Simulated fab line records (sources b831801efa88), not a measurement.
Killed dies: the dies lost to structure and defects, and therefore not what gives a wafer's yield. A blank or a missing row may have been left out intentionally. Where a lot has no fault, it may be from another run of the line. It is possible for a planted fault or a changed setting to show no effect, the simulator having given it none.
Comparing a struck lot with a sound one ; flow sky130 ; 23 steps out of a route of 708
Sound: the wafers L104.2, L104.3, L104.6. Struck: wafer L115.1; the same lot's L115.3 was not struck, so it is left out; see the end for the cause.
At each step with rows: each side's tool, then ch and its chambers, then its first start. Under that, the readings that differ: sound wafers ; struck wafers ; difference of the means ; sigmas: that difference in standard deviations of wafers without a fault.
alike: same words and numbers on both sides, and readings whose means sit less than 2 such deviations apart. not compared: any withheld reading, any reading some wafer has no value for, any bound like >300 that may hide the same value, and any number with overlapping values for which the record gives no deviation.
A row with sigmas, a row that says differs or no value, or rows on one side alone: a step with any of these is where the two part. Numbers that have no deviation but don't overlap get no sigmas and don't part them. Lack of a reading on every wafer of one side parts them only where that side has two or more wafers.

first, 1 step without rows for these wafers: SKY_CAPM_DEVELOP_11 (develop time 60 s).
SKY_CAPM_OVL_MEAS_12:
  sound: overlay-02 at day 39 14:21; struck: overlay-01 at day 42 18:36
  alike: CAPM_OVL
SKY_CAPM_METAL_ETCH_13: etches TiN in Cl2/BCl3, stops on SiO2, target depth 220 nm, time 62.9 s.
  sound on rieMetal-03 ch 0,1, day 39 14:23; struck on rieMetal-04 ch 0, day 42 18:38
reading;sound;struck;difference;sigmas
drypumpMotorCurrentA (A);6.5 5.6 6.5;5.1;-1.1;-2
  alike: oesProductAu, rfFwdPowerW, throttleValvePct
  not compared: rfHoursCounterH
SKY_CAPM_STRIP_14: strips in O2/N2.
  sound on plasmaAsher-02 ch 0,1, day 39 14:28; struck on plasmaAsher-01 ch 1, day 42 18:43
reading;sound;struck;difference;sigmas
drypumpMotorCurrentA (A);6.3 6.5 6.5;5.4;-1.0;-2
oesProductAu (a.u.);0.714 0.707 0.715;0.721;+0.009;+2
  alike: stripTimeToEndpointS
  not compared: rfHoursCounterH
then, 8 steps without rows for these wafers: SKY_CAPM_STRIP_15 (strips in post etch residue remover, time 1200 s); SKY_CAPM_CLEAN_16 (cleans in IPA, time 180 s); SKY_CAPM_CLEAN_17 (cleans in O3/DIW); SKY_METAL3_DEHYDRATE_05 (time 60 s); SKY_METAL3_HMDS_06 (prime time 60 s); SKY_METAL3_COAT_07 (resist thk 60 nm); SKY_METAL3_COAT_08 (resist thk 1140 nm); SKY_METAL3_SOFTBAKE_09 (time 90 s).
SKY_METAL3_EXPOSE_10: exposes mask MM3, target cd 300 nm.
  sound on krfScanner-02 ch 0, day 40 03:18; struck on krfScanner-01 ch 0, day 43 06:49
  alike: mask, stageVelMmS
then, 2 steps without rows for these wafers: SKY_METAL3_PEB_11; SKY_METAL3_DEVELOP_12 (develop time 60 s).
SKY_METAL3_CD_MEAS_13: target cd 300 nm.
  sound: cdSem-02 at day 40 15:31; struck: cdSem-02 at day 43 17:44
reading;sound;struck;difference;sigmas
cdNm (nm);300.1 300.7 301.0;256.7;-43.9;-31
SKY_METAL3_OVL_MEAS_14:
  sound: overlay-02 at day 40 15:37; struck: overlay-02 at day 43 17:52
  alike: METAL3_OVL
SKY_METAL3_DESCUM_15: chemistry O2, time 8 s.
  sound on rieMetal-03 ch 0,1, day 40 15:39; struck on rieMetal-03 ch 0, day 43 17:54
reading;sound;struck;difference;sigmas
model.METAL3.cdNm (nm);301 301.6 300.6;256.1;-45.0;
  alike: drypumpMotorCurrentA, oesProductAu, rfFwdPowerW
  not compared: rfHoursCounterH
SKY_METAL3_ETCH_16: etches BARC in N2/H2, stops on SiO2, time 88.2 s, target depth 60 nm.
  sound on rieMetal-03 ch 0,1, day 40 15:41; struck on rieMetal-03 ch 0, day 43 17:56
  alike: drypumpMotorCurrentA, oesProductAu, rfFwdPowerW, throttleValvePct
  not compared: rfHoursCounterH
SKY_METAL3_ETCH_17: etches SiO2 in C4F8/O2/Ar, stops on TiN, time 3.9 s, target depth 15 nm.
  sound on rieDiel-03 ch 0,1,3, day 40 15:47; struck on rieDiel-04 ch 2, day 43 18:02
reading;sound;struck;difference;sigmas
oesProductAu (a.u.);0.758 0.757 0.760;0.745;-0.013;-2
  alike: rfFwdPowerW
  not compared: rfHoursCounterH
SKY_METAL3_METAL_ETCH_18: etches the open film in Cl2/BCl3, stops on SiO2, target depth 845 nm, time 183.1 s.
  sound on rieMetal-02 ch 0,1, day 40 15:48; struck on rieMetal-02 ch 0, day 43 18:03
reading;sound;struck;difference;sigmas
model.METAL3.cdNm (nm);305.5 318.4 318.7;268.6;-45.6;
  alike: drypumpMotorCurrentA, oesProductAu, rfFwdPowerW, throttleValvePct
  not compared: rfHoursCounterH
SKY_METAL3_STRIP_19: strips in O2/N2.
  sound on plasmaAsher-04 ch 0,1, day 40 15:59; struck on plasmaAsher-02 ch 0, day 43 18:24
reading;sound;struck;difference;sigmas
drypumpMotorCurrentA (A);5.1 5.7 5.1;6.3;+1.0;+2
  alike: oesProductAu, stripTimeToEndpointS
  not compared: rfHoursCounterH
-- the record jumps here: 6 days lie between the struck wafers' starts before and after (it left off in module METAL3 and takes up again in module PAD_OPEN, whose first step shown is number 708 of the route) --
SKY_PAD_OPEN_PROBE_99:
  sound: prober-01 at day 47 14:49; struck: prober-02 at day 50 01:34
reading;sound;struck;difference;sigmas
model.etest.met3.widthNm (nm);304.6 317.7 317;268.7;-44.4;
model.etest.met3.lineOhmUm;0.1397 0.1322 0.1329;0.1617;+0.0268;

## WHERE THEY PART
Earliest at SKY_CAPM_METAL_ETCH_13; latest, in this record, at SKY_METAL3_STRIP_19.

WHY: what the simulator had put in
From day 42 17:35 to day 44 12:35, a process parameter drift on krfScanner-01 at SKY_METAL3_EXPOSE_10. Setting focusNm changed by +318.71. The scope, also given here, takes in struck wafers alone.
